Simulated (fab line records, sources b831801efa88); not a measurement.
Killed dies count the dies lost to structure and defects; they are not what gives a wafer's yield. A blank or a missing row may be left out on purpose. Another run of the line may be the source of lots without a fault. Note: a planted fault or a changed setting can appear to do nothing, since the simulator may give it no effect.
fab line records	flow sky130
[record] lots = 12	wafers = 36	last_day = 50
route steps=708 shown RES_PROTECT@214 POLY_GATE@227 LDD_HVN@271 PAD_OPEN@708
lots that met no fault: taken from a fault-free run of the same line
start_h: hours from the record's first day to the start of the lot's first wafer shown	wait_h: how many hours have passed since the lot's step before this one	" same as the row above	L1.1+2: a row that stands for several wafers	- no value, or no start given	* or withheld: withheld	< > ~ a bound
route shown NAME@n: NAME is a module with steps in the file, n the number in the route of the first one	usual: mean/standard deviation taken from wafers without a fault	same: alike in all rows	chamber/n: place in a boat	sites: the reading at each site	_std_site: their standard deviation	_edge_site: mean of outer sites minus mean of inner sites	radius_mm: how far each site lies from the wafer's centre	mask NAME#n: copy n	behind: tool/chamber where the wafer was last shaped	hold: reason for holding the lot/hours on hold/outcome of the hold	device: the transistor (n, p or np) that didn't switch	end of line: at the end of the route, the tests of the same wafers	a step without rows: its recipe alone	killed: dies lost to structure and defects at the first sort, not the wafer's yield	map: a wafer's dies, x killed, . not, _ none there
set.NAME: the setting as run; set.NAME@STEP: as run at that earlier step	model.NAME: the simulator's own value behind a step, which no gauge read
steps of the route over a sample of lots; a table a step, a row a wafer
services: the hour from which a tool's chamber was out of use, counted from the record's first day as start_h (under 0 if before that day), plus the number of hours and why
[[steps]]
[step SKY_RES_PROTECT_STRIP_07]
[recipe] chemistry = O2/N2	power_w = 1400	pressure_mtorr = 1500	platen_temp_c = withheld	o2_flow_sccm = 3000	n2_flow_sccm = 300	overash_fraction = 0.5
[usual] drypump_motor_current_A = 5.63/0.22	o2_flow_sccm = 3001/8.7	oes_product_au = 0.518/0.0052	strip_time_to_endpoint_s = 23.31/0.048
lot.wafer	tool	chamber	start_h	wait_h	drypump_motor_current_A	o2_flow_sccm	oes_product_au	rf_hours_counter_h	strip_time_to_endpoint_s
L490.1	plasma_asher-01	1	357.12	0.1	5.08	2990	0.513	57	23.29
L490.3	"	0	"	"	5.71	2999	0.510	-	23.30
L490.5	"	0	"	"	5.72	2989	0.521	-	23.30
L494.2	plasma_asher-02	1	395.42	0.1	5.80	2998	0.520	22	23.32
L494.3	"	1	"	"	5.85	2997	0.515	-	23.32
L494.4	"	0	"	"	5.57	2990	0.518	-	23.34
L497.1	plasma_asher-03	0	410.93	0.1	5.61	3001	0.524	76	23.30
L497.3	"	0	"	"	5.61	3007	0.515	-	23.35
L497.4	"	1	"	"	5.74	2984	0.521	-	23.31
L502.2	plasma_asher-02	1	444.97	0.1	5.84	3001	0.515	28	23.30
L502.3	"	1	"	"	5.88	3004	0.519	-	23.35
L502.5	"	0	"	"	5.58	3014	0.514	-	23.30
L503.1	plasma_asher-02	1	453.52	0.1	5.89	3000	0.518	29	23.31
L503.2	"	0	"	"	5.57	3003	0.517	29	23.32
L503.4	"	0	"	"	5.54	3006	0.524	-	23.32
L504.3	plasma_asher-01	1	462.45	0.1	5.09	2987	0.513	-	23.26
L504.5	"	0	"	"	5.71	2993	0.519	-	23.27
L504.6	"	1	"	"	5.11	2989	0.512	-	23.29
L505.1	plasma_asher-03	1	472.02	0.1	5.76	2986	0.513	1	23.30
L505.2	"	0	"	"	5.61	2998	0.516	1	23.29
L505.4	"	0	"	"	5.61	2993	0.513	-	23.28
L506.1	plasma_asher-02	0	481.22	0.1	5.53	2979	0.525	33	23.37
L506.3	"	0	"	"	5.56	2981	0.526	-	23.39
L506.6	"	0	"	"	5.53	2989	0.531	-	23.43
L509.2	plasma_asher-03	0	504.18	0.1	5.62	3001	0.522	4	23.38
L509.4	"	0	"	"	5.61	2999	0.516	-	23.33
L509.6	"	0	"	"	5.61	2993	0.526	-	23.31
L510.2	plasma_asher-03	0	519.97	0.1	5.61	2995	0.524	6	23.28
L510.3	"	0	"	"	5.62	3008	0.521	-	23.32
L510.4	"	1	"	"	5.75	2990	0.522	-	23.33
L512.1	plasma_asher-03	0	535.73	0.1	5.62	3003	0.511	8	23.34
L512.5	"	1	"	"	5.75	3005	0.515	-	23.32
L512.6	"	0	"	"	5.63	2991	0.525	-	23.32
L513.2	plasma_asher-01	0	538.13	0.1	5.74	3014	0.519	78	23.26
L513.5	"	1	"	"	5.10	3007	0.517	-	23.22
L513.6	"	0	"	"	5.71	3013	0.515	-	23.24
[step SKY_POLY_GATE_CD_MEAS_13]
[recipe] target_cd_nm = 150
[usual] cd_nm = 149.9/1.3
lot.wafer	tool	chamber	start_h	wait_h	cd_nm
L490.1	cd_sem-01	-	387.22	-	149.5
L490.3	"	-	"	"	148.9
L490.5	"	-	"	"	150.3
L494.2	cd_sem-02	-	426.93	-	150.6
L494.3	"	-	"	"	151.9
L494.4	"	-	"	"	152.7
L497.1	cd_sem-02	-	444.64	-	151.1
L497.3	"	-	"	"	152.1
L497.4	"	-	"	"	151.6
L502.2	cd_sem-02	-	477.00	-	150.7
L502.3	"	-	"	"	150.5
L502.5	"	-	"	"	151.8
L503.1	cd_sem-01	-	485.98	-	151.4
L503.2	"	-	"	"	150.6
L503.4	"	-	"	"	150.0
L504.3	cd_sem-01	-	495.17	-	151.2
L504.5	"	-	"	"	151.5
L504.6	"	-	"	"	150.4
L505.1	cd_sem-02	-	504.67	-	150.7
L505.2	"	-	"	"	149.6
L505.4	"	-	"	"	150.9
L506.1	cd_sem-02	-	513.12	-	150.6
L506.3	"	-	"	"	150.9
L506.6	"	-	"	"	152.1
L509.2	cd_sem-01	-	536.19	-	149.0
L509.4	"	-	"	"	150.4
L509.6	"	-	"	"	149.3
L510.2	cd_sem-02	-	551.10	-	148.2
L510.3	"	-	"	"	147.9
L510.4	"	-	"	"	147.7
L512.1	cd_sem-02	-	567.22	-	148.3
L512.5	"	-	"	"	148.3
L512.6	"	-	"	"	147.9
L513.2	cd_sem-01	-	569.75	-	147.8
L513.5	"	-	"	"	147.8
L513.6	"	-	"	"	147.0
[step SKY_POLY_GATE_ETCH_15]
[recipe] chemistry = N2/H2	target = BARC	ion_energy_ev = 200	source_w = 500	bias_w = 100	pressure_mtorr = 30	n2_flow_sccm = 100	h2_flow_sccm = 200	stop_on = SiO2	time_s = 118.5	target_depth_a = 1100
[usual] drypump_motor_current_A = 5.9/0.37	oes_product_au = 0.717/0.0049	throttle_valve_pct = 13.212/0.0093
lot.wafer	tool	chamber	start_h	wait_h	drypump_motor_current_A	oes_product_au	rf_hours_counter_h	throttle_valve_pct
L490.1	rie_diel-01	1	387.37	0.0	5.9	0.724	2	13.215
L490.3	"	3	"	"	5.2	0.718	2	13.217
L490.5	"	0	"	"	6.2	0.717	-	13.201
L494.2	rie_diel-02	3	427.06	0.0	5.6	0.721	34	13.209
L494.3	"	1	"	"	5.7	0.713	70	13.214
L494.4	"	0	"	"	6.2	0.722	4	13.213
L497.1	rie_diel-01	0	444.79	0.0	6.2	0.715	6	13.224
L497.3	"	1	"	"	5.9	0.722	3	13.222
L497.4	"	3	"	"	5.2	0.719	3	13.192
L502.2	rie_diel-02	2	477.14	0.0	5.7	0.711	5	13.204
L502.3	"	1	"	"	5.7	0.720	71	13.207
L502.5	"	2	"	"	5.7	0.717	-	13.218
L503.1	rie_diel-01	2	486.14	0.0	6.4	0.723	81	13.219
L503.2	"	3	"	"	5.2	0.718	4	13.211
L503.4	"	1	"	"	5.9	0.721	4	13.221
L504.3	rie_diel-02	0	495.29	0.0	6.2	0.716	6	13.220
L504.5	"	1	"	"	5.7	0.721	-	13.213
L504.6	"	0	"	"	6.2	0.713	-	13.200
L505.1	rie_diel-01	3	504.82	0.0	5.2	0.718	4	13.204
L505.2	"	2	"	"	6.5	0.717	81	13.213
L505.4	"	1	"	"	5.9	0.715	4	13.208
L506.1	rie_diel-02	3	513.27	0.0	5.5	0.714	36	13.217
L506.3	"	1	"	"	5.7	0.708	72	13.215
L506.6	"	2	"	"	5.7	0.708	-	13.208
L509.2	rie_diel-01	3	536.32	0.0	5.2	0.717	5	13.219
L509.4	"	1	"	"	5.9	0.718	5	13.209
L509.6	"	1	"	"	5.9	0.709	-	13.201
L510.2	rie_diel-01	0	551.24	0.0	6.2	0.719	7	13.228
L510.3	"	3	"	"	5.2	0.720	5	13.209
L510.4	"	3	"	"	5.2	0.719	-	13.200
L512.1	rie_diel-02	3	567.37	0.0	5.5	0.715	37	13.221
L512.5	"	2	"	"	5.7	0.722	-	13.220
L512.6	"	1	"	"	5.7	0.722	-	13.208
L513.2	rie_diel-02	2	569.89	0.0	5.8	0.721	8	13.215
L513.5	"	0	"	"	6.2	0.722	-	13.213
L513.6	"	3	"	"	5.5	0.716	-	13.248
[step SKY_LDD_HVN_EXPOSE_04]
[recipe] mask_id = HVNTM	na = 0.6	source_shape = conventional	sigma_outer = 0.6	polarization = unpolarized	target_cd_nm = 700	dose_mj = 127
[usual] focus_offset_nm = 0.0/0.61
lot.wafer	tool	chamber	start_h	wait_h	mask	focus_offset_nm
L490.1	iline_stepper-01	0	468.59	-	HVNTM#0	-0.7
L490.3	"	0	"	"	HVNTM#0	-0.7
L490.5	"	0	"	"	HVNTM#0	-0.6
L494.2	iline_stepper-02	0	506.67	-	HVNTM_R1#0	-0.4
L494.3	"	0	"	"	HVNTM_R1#0	-0.8
L494.4	"	0	"	"	HVNTM_R1#0	-0.2
L497.1	iline_stepper-02	0	524.97	-	HVNTM#0	0.5
L497.3	"	0	"	"	HVNTM#0	0.4
L497.4	"	0	"	"	HVNTM#0	0.2
L502.2	iline_stepper-02	0	556.43	-	HVNTM#0	-0.5
L502.3	"	0	"	"	HVNTM#0	-0.5
L502.5	"	0	"	"	HVNTM#0	-0.9
L503.1	iline_stepper-02	0	565.33	-	HVNTM#0	0.2
L503.2	"	0	"	"	HVNTM#0	0.4
L503.4	"	0	"	"	HVNTM#0	-0.2
L504.3	iline_stepper-01	0	573.46	-	HVNTM#0	-1.0
L504.5	"	0	"	"	HVNTM#0	-0.7
L504.6	"	0	"	"	HVNTM#0	-1.0
L505.1	iline_stepper-02	0	581.79	-	HVNTM#0	-0.1
L505.2	"	0	"	"	HVNTM#0	0.1
L505.4	"	0	"	"	HVNTM#0	-0.4
L506.1	iline_stepper-01	0	590.55	-	HVNTM#0	-1.4
L506.3	"	0	"	"	HVNTM#0	-1.3
L506.6	"	0	"	"	HVNTM#0	-0.6
L509.2	iline_stepper-01	0	612.00	-	HVNTM#0	0.5
L509.4	"	0	"	"	HVNTM#0	0.6
L509.6	"	0	"	"	HVNTM#0	0.6
L510.2	iline_stepper-02	0	627.61	-	HVNTM#0	-0.4
L510.3	"	0	"	"	HVNTM#0	-0.8
L510.4	"	0	"	"	HVNTM#0	-0.6
L512.1	iline_stepper-02	0	641.92	-	HVNTM#0	0.6
L512.5	"	0	"	"	HVNTM#0	0.0
L512.6	"	0	"	"	HVNTM#0	0.3
L513.2	iline_stepper-01	0	646.47	-	HVNTM#0	0.1
L513.5	"	0	"	"	HVNTM#0	-0.3
L513.6	"	0	"	"	HVNTM#0	0.9
[step SKY_PAD_OPEN_PROBE_99]
[usual] killed_at_M0_to_M3 = 44/7.3	killed_at_M4_up = 3.4/1.7	killed_at_contacts = 24/5.3	killed_at_front_end = 15/4.1	killed_at_other = 0.4/0.68	killed_dies = 87/9.5	killed_on_rim = 17/3.8	killed_open = 48/7.1	killed_short = 39/5.8
[same] gross_dies = 492	killed_at_back_side = 0
lot.wafer	tool	chamber	start_h	wait_h	killed_at_M0_to_M3	killed_at_M4_up	killed_at_contacts	killed_at_front_end	killed_at_other	killed_dies	killed_on_rim	killed_open	killed_short
L490.1	prober-02	-	1088.07	0.1	48	2	23	10	0	83	15	45	38
L490.3	prober-02	-	1088.17	0.2	59	3	26	12	0	100	20	59	41
L490.5	prober-02	-	1088.27	0.2	40	3	25	19	0	87	17	48	39
L494.2	prober-02	-	1112.75	0.1	46	3	31	17	0	97	28	54	43
L494.3	prober-02	-	1112.80	0.2	46	3	19	17	0	85	17	42	42
L494.4	prober-02	-	1112.85	0.2	48	7	23	20	1	99	20	51	45
L497.1	prober-02	-	1125.34	0.1	45	0	20	18	1	84	15	50	34
L497.3	prober-02	-	1125.44	0.2	51	5	20	18	0	94	16	53	41
L497.4	prober-02	-	1125.49	0.2	45	4	22	8	0	79	16	51	28
L502.3	prober-01	-	1142.84	0.2	51	4	28	14	0	97	21	52	45
L502.5	prober-01	-	1142.94	0.2	50	2	26	15	1	94	11	53	39
L503.1	prober-01	-	1147.59	0.1	41	2	32	13	0	88	19	48	40
L503.2	prober-01	-	1147.64	0.1	35	6	30	12	0	83	9	37	46
L503.4	prober-01	-	1147.74	0.2	48	3	22	19	0	92	14	44	47
L504.3	prober-02	-	1155.10	0.2	58	5	36	17	0	116	16	66	50
L504.5	prober-02	-	1155.20	0.2	54	2	34	14	1	105	27	60	45
L504.6	prober-02	-	1155.25	0.2	34	3	33	20	0	90	14	51	39
L505.1	prober-01	-	1175.14	0.1	46	5	27	17	0	95	15	49	44
L505.2	prober-01	-	1175.19	0.1	40	4	27	13	0	84	12	48	35
L505.4	prober-01	-	1175.29	0.2	53	3	24	15	0	95	14	52	43
L506.1	prober-02	-	1177.34	0.1	38	1	23	12	0	74	11	40	34
L506.3	prober-02	-	1177.44	0.2	37	3	15	18	0	73	14	38	34
L506.6	prober-02	-	1177.59	0.2	43	3	29	24	0	99	16	59	39
L509.2	prober-01	-	1182.70	0.1	49	5	21	15	0	90	19	50	39
L509.4	prober-01	-	1182.80	0.2	42	6	25	13	0	86	23	43	43
L509.6	prober-01	-	1182.90	0.2	41	1	27	13	1	83	20	50	32
L510.2	prober-02	-	1190.44	0.1	34	5	16	17	0	72	11	35	37
L510.3	prober-02	-	1190.49	0.2	48	2	25	11	1	87	19	53	32
L510.4	prober-02	-	1190.54	0.2	38	3	33	9	0	83	14	45	36
L512.1	prober-02	-	1197.30	0.1	40	3	21	7	2	73	12	39	34
L512.5	prober-02	-	1197.50	0.2	39	3	29	7	1	79	22	35	44
L512.6	prober-02	-	1197.55	0.2	50	1	36	13	0	100	16	51	49
L513.2	prober-01	-	1198.70	0.1	37	5	21	8	0	71	15	40	31
L513.5	prober-01	-	1198.85	0.2	52	1	21	15	0	89	14	64	25
L513.6	prober-01	-	1198.90	0.2	52	3	22	13	0	90	19	54	36
// killed by level:class
L490.1 VIA3:geometric_particle:open=10 VIA1:geometric_particle:open=9 CONTACT:geometric_particle:open=8 VIA2:geometric_particle:open=8 FIELD_ISO:geometric_particle:short=6 LI_CONTACT:geometric_particle:open=5 VIA1:geometric_particle:short=5 VIA2:geometric_particle:short=5
L490.3 VIA1:geometric_particle:open=15 VIA3:geometric_particle:open=10 LI_CONTACT:geometric_particle:open=8 VIA2:geometric_particle:open=7 CONTACT:geometric_particle:short=6 METAL2:geometric_particle:short=6 CONTACT:geometric_particle:open=5 METAL1:geometric_particle:short=5
L490.5 CONTACT:geometric_particle:open=11 VIA3:geometric_particle:open=8 METAL2:geometric_particle:short=7 FIELD_ISO:geometric_particle:short=6 VIA1:geometric_particle:open=6 LI_CONTACT:geometric_particle:open=5 CONTACT:geometric_particle:short=5 METAL1:geometric_particle:short=5
L494.2 CONTACT:geometric_particle:open=11 LI_CONTACT:geometric_particle:open=10 VIA2:geometric_particle:open=9 VIA1:geometric_particle:short=8 VIA1:geometric_particle:open=7 METAL2:geometric_particle:short=6 FIELD_ISO:geometric_particle:short=5 POLY_GATE:geometric_particle:open=5
L494.3 CONTACT:geometric_particle:open=11 VIA1:geometric_particle:open=10 VIA1:geometric_particle:short=9 FIELD_ISO:geometric_particle:open=6 METAL1:geometric_particle:short=6 FIELD_ISO:geometric_particle:short=5 METAL2:geometric_particle:short=5 POLY_GATE:geometric_particle:short=3
L494.4 METAL1:geometric_particle:short=9 VIA2:geometric_particle:open=8 VIA1:geometric_particle:open=8 LI_CONTACT:geometric_particle:open=7 CONTACT:geometric_particle:open=7 FIELD_ISO:geometric_particle:open=5 POLY_GATE:geometric_particle:short=5 VIA3:geometric_particle:open=5
L497.1 LI_CONTACT:geometric_particle:open=10 VIA3:geometric_particle:open=10 VIA2:geometric_particle:open=8 VIA1:geometric_particle:open=6 METAL3:geometric_particle:short=5 FIELD_ISO:geometric_particle:open=4 POLY_GATE:geometric_particle:open=4 CONTACT:geometric_particle:open=4
L497.3 VIA1:geometric_particle:open=11 LI_CONTACT:geometric_particle:open=7 CONTACT:geometric_particle:open=6 METAL1:geometric_particle:short=6 VIA3:geometric_particle:short=6 VIA3:geometric_particle:open=6 POLY_GATE:geometric_particle:open=5 POLY_GATE:geometric_particle:short=5
L497.4 VIA1:geometric_particle:open=13 CONTACT:geometric_particle:open=10 VIA3:geometric_particle:open=7 LI_CONTACT:geometric_particle:open=6 VIA2:geometric_particle:open=4 VIA3:geometric_particle:short=4 METAL1:geometric_particle:open=3 VIA1:geometric_particle:short=3
L502.3 VIA1:geometric_particle:open=10 CONTACT:geometric_particle:open=9 VIA1:geometric_particle:short=9 VIA2:geometric_particle:open=7 LI_CONTACT:geometric_particle:open=7 FIELD_ISO:geometric_particle:short=6 METAL2:geometric_particle:short=6 LI_CONTACT:geometric_particle:short=5
L502.5 CONTACT:geometric_particle:open=10 METAL1:geometric_particle:short=10 VIA1:geometric_particle:open=10 LI_CONTACT:geometric_particle:open=8 VIA2:geometric_particle:open=7 VIA3:geometric_particle:open=6 METAL2:geometric_particle:short=5 FIELD_ISO:geometric_particle:short=4
L503.1 LI_CONTACT:geometric_particle:open=11 VIA3:geometric_particle:open=8 LI_CONTACT:geometric_particle:short=7 CONTACT:geometric_particle:open=7 METAL1:geometric_particle:short=7 VIA1:geometric_particle:open=5 VIA3:geometric_particle:short=5 FIELD_ISO:geometric_particle:short=4
L503.2 LI_CONTACT:geometric_particle:open=9 METAL1:geometric_particle:short=7 LI_CONTACT:geometric_particle:short=6 CONTACT:geometric_particle:open=6 VIA1:geometric_particle:open=6 METAL4:geometric_particle:short=6 VIA1:geometric_particle:short=5 FIELD_ISO:geometric_particle:short=4
L503.4 VIA2:geometric_particle:open=13 METAL1:geometric_particle:short=9 VIA1:geometric_particle:open=9 FIELD_ISO:geometric_particle:short=7 CONTACT:geometric_particle:short=7 CONTACT:geometric_particle:open=6 LI_CONTACT:geometric_particle:open=5 VIA3:geometric_particle:open=5
L504.3 VIA2:geometric_particle:open=15 CONTACT:geometric_particle:open=13 VIA1:geometric_particle:open=11 LOCAL_INTERCONNECT:geometric_particle:short=7 CONTACT:geometric_particle:short=7 METAL1:geometric_particle:short=7 METAL2:geometric_particle:short=6 POLY_GATE:geometric_particle:open=5
L504.5 CONTACT:geometric_particle:open=17 VIA2:geometric_particle:open=14 VIA1:geometric_particle:open=8 METAL2:geometric_particle:short=8 LI_CONTACT:geometric_particle:open=7 POLY_GATE:geometric_particle:short=6 VIA1:geometric_particle:short=6 METAL1:geometric_particle:short=5
L504.6 CONTACT:geometric_particle:open=12 VIA1:geometric_particle:open=9 LI_CONTACT:geometric_particle:open=7 CONTACT:geometric_particle:short=7 METAL1:geometric_particle:short=6 POLY_GATE:geometric_particle:short=5 VIA2:geometric_particle:open=5 FIELD_ISO:geometric_particle:open=4
L505.1 CONTACT:geometric_particle:open=10 LI_CONTACT:geometric_particle:open=9 VIA1:geometric_particle:open=9 METAL1:geometric_particle:short=8 VIA3:geometric_particle:open=7 VIA2:geometric_particle:open=6 LOCAL_INTERCONNECT:geometric_particle:short=5 POLY_GATE:geometric_particle:short=4
L505.2 CONTACT:geometric_particle:open=9 VIA1:geometric_particle:open=9 LI_CONTACT:geometric_particle:open=7 METAL1:geometric_particle:open=5 METAL1:geometric_particle:short=5 LI_CONTACT:geometric_particle:short=4 VIA3:geometric_particle:open=4 FIELD_ISO:geometric_particle:open=3
L505.4 VIA1:geometric_particle:open=13 VIA2:geometric_particle:open=11 POLY_GATE:geometric_particle:open=6 CONTACT:geometric_particle:open=6 LI_CONTACT:geometric_particle:open=6 VIA1:geometric_particle:short=6 LI_CONTACT:geometric_particle:short=5 METAL1:geometric_particle:short=5
L506.1 VIA1:geometric_particle:open=8 METAL1:geometric_particle:short=7 CONTACT:geometric_particle:open=7 FIELD_ISO:geometric_particle:short=6 LI_CONTACT:geometric_particle:open=6 VIA2:geometric_particle:open=6 FIELD_ISO:geometric_particle:open=3 POLY_GATE:geometric_particle:open=3
L506.3 VIA1:geometric_particle:open=7 VIA3:geometric_particle:open=7 LI_CONTACT:geometric_particle:open=6 VIA2:geometric_particle:short=6 FIELD_ISO:geometric_particle:short=5 CONTACT:geometric_particle:open=5 FIELD_ISO:geometric_particle:open=4 METAL1:geometric_particle:short=4
L506.6 LI_CONTACT:geometric_particle:open=12 VIA1:geometric_particle:open=11 VIA2:geometric_particle:open=10 POLY_GATE:geometric_particle:open=8 CONTACT:geometric_particle:short=7 FIELD_ISO:geometric_particle:open=5 METAL2:geometric_particle:open=5 METAL3:geometric_particle:short=5
L509.2 VIA1:geometric_particle:open=12 VIA3:geometric_particle:open=8 CONTACT:geometric_particle:open=7 METAL1:geometric_particle:short=7 LOCAL_INTERCONNECT:geometric_particle:short=6 FIELD_ISO:geometric_particle:open=5 VIA2:geometric_particle:open=5 LI_CONTACT:geometric_particle:open=5
L509.4 VIA1:geometric_particle:open=13 VIA1:geometric_particle:short=9 CONTACT:geometric_particle:open=7 FIELD_ISO:geometric_particle:open=6 LI_CONTACT:geometric_particle:open=6 METAL2:geometric_particle:short=5 CONTACT:geometric_particle:short=5 METAL4:geometric_particle:short=5
L509.6 VIA1:geometric_particle:open=14 CONTACT:geometric_particle:open=10 METAL2:geometric_particle:short=7 LI_CONTACT:geometric_particle:open=7 CONTACT:geometric_particle:short=5 VIA3:geometric_particle:open=5 FIELD_ISO:geometric_particle:open=4 LI_CONTACT:geometric_particle:short=4
L510.2 VIA1:geometric_particle:open=7 FIELD_ISO:geometric_particle:open=5 POLY_GATE:geometric_particle:short=5 METAL1:geometric_particle:short=5 VIA3:geometric_particle:open=5 LOCAL_INTERCONNECT:geometric_particle:short=4 CONTACT:geometric_particle:open=4 VIA3:geometric_particle:short=4
L510.3 CONTACT:geometric_particle:open=11 LI_CONTACT:geometric_particle:open=8 VIA1:geometric_particle:open=7 VIA1:geometric_particle:short=7 VIA3:geometric_particle:short=6 VIA2:geometric_particle:open=6 VIA3:geometric_particle:open=6 FIELD_ISO:geometric_particle:open=5
L510.4 CONTACT:geometric_particle:open=15 VIA1:geometric_particle:open=9 METAL1:geometric_particle:short=7 LI_CONTACT:geometric_particle:open=6 CONTACT:geometric_particle:short=6 VIA1:geometric_particle:short=6 VIA3:geometric_particle:open=5 FIELD_ISO:geometric_particle:open=4
L512.1 VIA1:geometric_particle:open=10 CONTACT:geometric_particle:open=9 VIA1:geometric_particle:short=6 METAL1:geometric_particle:short=5 VIA3:geometric_particle:open=5 LI_CONTACT:geometric_particle:open=4 VIA2:geometric_particle:open=4 LOCAL_INTERCONNECT:geometric_particle:short=3
L512.5 LI_CONTACT:geometric_particle:open=7 CONTACT:geometric_particle:short=6 CONTACT:geometric_particle:open=6 METAL1:geometric_particle:short=6 METAL3:geometric_particle:short=6 VIA1:geometric_particle:open=6 VIA2:geometric_particle:open=5 LI_CONTACT:geometric_particle:short=4
L512.6 CONTACT:geometric_particle:open=16 LI_CONTACT:geometric_particle:open=9 METAL2:geometric_particle:short=8 VIA1:geometric_particle:open=8 VIA3:geometric_particle:open=7 VIA1:geometric_particle:short=7 CONTACT:geometric_particle:short=6 METAL1:geometric_particle:short=6
L513.2 CONTACT:geometric_particle:short=7 VIA1:geometric_particle:open=7 LI_CONTACT:geometric_particle:open=6 METAL2:geometric_particle:short=6 VIA3:geometric_particle:open=6 CONTACT:geometric_particle:open=5 VIA2:geometric_particle:open=5 VIA2:geometric_particle:short=4
L513.5 VIA1:geometric_particle:open=16 LI_CONTACT:geometric_particle:open=11 VIA3:geometric_particle:open=11 CONTACT:geometric_particle:open=7 VIA2:geometric_particle:open=5 METAL2:geometric_particle:open=4 FIELD_ISO:geometric_particle:short=3 VIA3:geometric_particle:short=3
L513.6 VIA1:geometric_particle:open=11 CONTACT:geometric_particle:open=8 VIA3:geometric_particle:open=8 VIA2:geometric_particle:open=8 VIA1:geometric_particle:short=7 LI_CONTACT:geometric_particle:open=6 METAL2:geometric_particle:short=5 CONTACT:geometric_particle:short=4
[[services]]
tool	chamber	start_h	hours	kind
iline_stepper-01	-	347.03	3.8	repair
iline_stepper-01	-	348.22	2.3	repair
rie_diel-01	0	352.91	5.2	repair
iline_stepper-02	-	393.96	4.3	pm
rie_diel-02	-	400.35	0.3	repair
plasma_asher-03	-	421.25	9.0	pm
rie_diel-01	-	423.86	14.6	pm
plasma_asher-03	-	437.93	28.1	pm
rie_diel-02	1	442.76	5.7	repair
rie_diel-01	0	446.05	9.3	repair
rie_diel-02	-	453.60	0.1	repair
rie_diel-01	0	460.48	7.4	repair
iline_stepper-02	-	461.11	8.9	pm
rie_diel-01	2	469.36	5.0	repair
iline_stepper-02	-	470.00	4.4	pm
iline_stepper-01	-	474.44	1.7	pm
iline_stepper-02	-	499.93	1.7	pm
rie_diel-02	1	526.36	3.1	repair
rie_diel-01	1	543.92	21.0	repair
iline_stepper-02	-	552.37	2.1	pm
rie_diel-02	3	552.59	5.0	repair
iline_stepper-02	-	587.32	20.6	repair
rie_diel-02	-	641.79	0.7	repair
rie_diel-02	-	646.08	2.8	pm
[[key]]
[first_sign] step = SKY_LDD_HVN_EXPOSE_04	reading = mask	direction = changed
effect none on later readings
met_at SKY_LDD_HVN_EXPOSE_04
struck_lots L494
tester_left_out L494
not_acting_at SKY_RES_PROTECT_STRIP_07,SKY_POLY_GATE_CD_MEAS_13,SKY_POLY_GATE_ETCH_15
[fault] kind = wrong_mask	tool = any	chamber = -	onset_h = 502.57	steps = SKY_LDD_HVN_EXPOSE_04	aux_copy = HVNTM_R1#0	cd_offset_nm = 49	scope = struck_lots_only
// tester_left_out: of these lots the tester's yield and bins aren't shown, on N5 and GAA mostly nor the transistor test; their killed dies are dies lost to structure and defects alone, not to doping, threshold or leakage, so they don't give the yield
